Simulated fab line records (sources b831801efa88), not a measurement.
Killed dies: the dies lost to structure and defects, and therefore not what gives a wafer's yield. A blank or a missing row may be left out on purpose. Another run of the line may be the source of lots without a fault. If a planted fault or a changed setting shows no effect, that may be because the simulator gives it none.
The same fault as seen by 2 desks / flow gf180mcu / every desk sees just its own numbers, and what lay behind them comes last

## METROLOGY DESK
What the gauges read, lot by lot, whatever tool the lot ran on: means of the sampled wafers that have a number. Marked OUT: a lot whose mean sits more than 4 standard deviations from the usual mean, which makes it out of limits; the brackets give that distance.
Columns: A = V1_W_THK at GF_V1_THK_MEAS_25, usual 345 nm
lot=L510; first seen here=day 18 07:47; A=347
lot=L512; first seen here=day 19 02:14; A=344
lot=L513; first seen here=day 19 08:27; A=351
lot=L520; first seen here=day 22 02:40; A=345
lot=L522; first seen here=day 22 18:26; A=342
lot=L524; first seen here=day 23 17:38; A=336
lot=L525; first seen here=day 23 17:52; A=341
lot=L528; first seen here=day 24 22:25; A=335
lot=L530; first seen here=day 25 09:19; A=344
lot=L531; first seen here=day 25 17:31; A=345
lot=L532; first seen here=day 25 20:04; A=345
Finding of this desk: none of the 11 lots has anything out of limits.

## AT THE TOOL OWNER'S DESK: rie metal-04
The tool's own readings at GF_M2_METAL_ETCH_16 (etches the open film in Cl2/BCl3, stops on SiO2, target depth 627.5 nm, time 104.6 s): means of the sampled wafers that have a number, for each lot that ran on this tool. Marked OUT: a lot whose mean sits more than 4 standard deviations from the usual mean, which makes it out of limits; the brackets give that distance.
Columns: A = bias w at GF_M2_METAL_ETCH_16, usual 140.1 W; B = drypump motor current A at GF_M2_METAL_ETCH_16, usual 5.9 A; C = oes product au at GF_M2_METAL_ETCH_16, usual 0.972 a.u.; D = throttle valve pct at GF_M2_METAL_ETCH_16, usual 28.249 %
lot=L520; first seen here=day 23 02:53; A=201.5 (+99 or more) OUT; B=5.8; C=0.971; D=28.247
lot=L522; first seen here=day 23 17:53; A=201.0 (+99 or more) OUT; B=5.8; C=0.982; D=28.235
lot=L531; first seen here=day 26 15:35; A=140.7; B=5.4; C=0.974; D=28.259
This desk's verdict: out of limits on L520, L522, starting with L520 at day 23 02:53 (bias w at GF_M2_METAL_ETCH_16). Within limits: L531.

## PUT TOGETHER
At day 23 02:53, on L520, L522, the tool owner's desk was in a position to raise an alarm.
Metrology desk: nothing out of limits seen.
The metrology desk has L520, L522 on record, within its limits.
The lots listed all ran GF_M2_METAL_ETCH_16 on rie metal-04.

## WHAT THE SIMULATOR HAD INSERTED
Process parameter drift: rie metal-04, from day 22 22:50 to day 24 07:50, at GF_M2_METAL_ETCH_16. From 140, the setting bias w moved by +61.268. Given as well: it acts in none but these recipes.
Shown lots that were struck: L520, L522.
Each desk's first reading out of limits, in hours after the fault started: the tool owner's desk, 4.
